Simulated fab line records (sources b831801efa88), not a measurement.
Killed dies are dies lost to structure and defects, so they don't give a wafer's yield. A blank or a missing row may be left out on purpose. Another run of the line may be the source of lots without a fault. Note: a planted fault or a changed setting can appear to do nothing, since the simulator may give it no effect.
Which tool is to blame? + flow gf180mcu + 6 lots with 18 wafers sampled at 2 steps, on a route of 602 steps

== WHAT THE GAUGES SHOWED, per wafer ==
GF_SALICIDE_THK_MEAS_05: measures by xrf.
| lot  | measured     | on            | SALICIDE_TIN_THK (nm) |
|------|--------------|---------------|-----------------------|
| L524 | day 16 03:47 | film metro-01 | 20.15 20.34 27.10     |
| L526 | day 16 19:13 | film metro-01 | 20.14 27.01 26.92     |
| L535 | day 20 02:04 | film metro-03 | 20.14 20.31 20.14     |
| L537 | day 20 22:56 | film metro-01 | 20.36 20.28 20.31     |
| L539 | day 21 12:53 | film metro-02 | 20.05 20.02 20.23     |
| L542 | day 22 13:55 | film metro-02 | 20.09 19.74 19.48     |

== EACH LOT AND THE TOOL THAT RAN IT (in order: tool; ch and the chambers of the sampled wafers; start) ==
| lot  | GF_SALICIDE_SPUTTER_03       |
|------|------------------------------|
| L524 | pvd sputter-04, day 16 03:37 |
| L526 | pvd sputter-04, day 16 19:03 |
| L535 | pvd sputter-02, day 20 01:55 |
| L537 | pvd sputter-02, day 20 22:46 |
| L539 | pvd sputter-02, day 21 12:44 |
| L542 | pvd sputter-04, day 22 13:46 |
- GF_SALICIDE_SPUTTER_03: material TiN, target thk 20 nm, time 16.7 s.

== THE ANSWER, worked out from the rows above alone ==
Rule: the lots themselves supply what counts as usual. The widest of any qualifying gaps counts: lots, ordered by their means at a reading, are off when they make up no more than a third of the lots, leave a main group of 4 or more, and stand apart from it by 3 or more times the standard deviation of that group's means. A main group whose means are all the same, to the digits that the tables above print for the reading, isn't used. A lot without any number at a reading at which 4 lots or more have one is off too. All remaining lots with rows at the step are treated as sound.
Off: at GF_SALICIDE_THK_MEAS_05 (SALICIDE_TIN_THK), L524, L526. For the main group the mean is 20.10 nm and the standard deviation 0.2.
If a tool, at a process step before that reading, ran all the lots that are off and no sound lot after the first of them, it fits. Those tools and the gauges at GF_SALICIDE_THK_MEAS_05 are tried in the same way. Of those tried, none fits.

== WHAT THE SIMULATOR HAD PUT IN ==
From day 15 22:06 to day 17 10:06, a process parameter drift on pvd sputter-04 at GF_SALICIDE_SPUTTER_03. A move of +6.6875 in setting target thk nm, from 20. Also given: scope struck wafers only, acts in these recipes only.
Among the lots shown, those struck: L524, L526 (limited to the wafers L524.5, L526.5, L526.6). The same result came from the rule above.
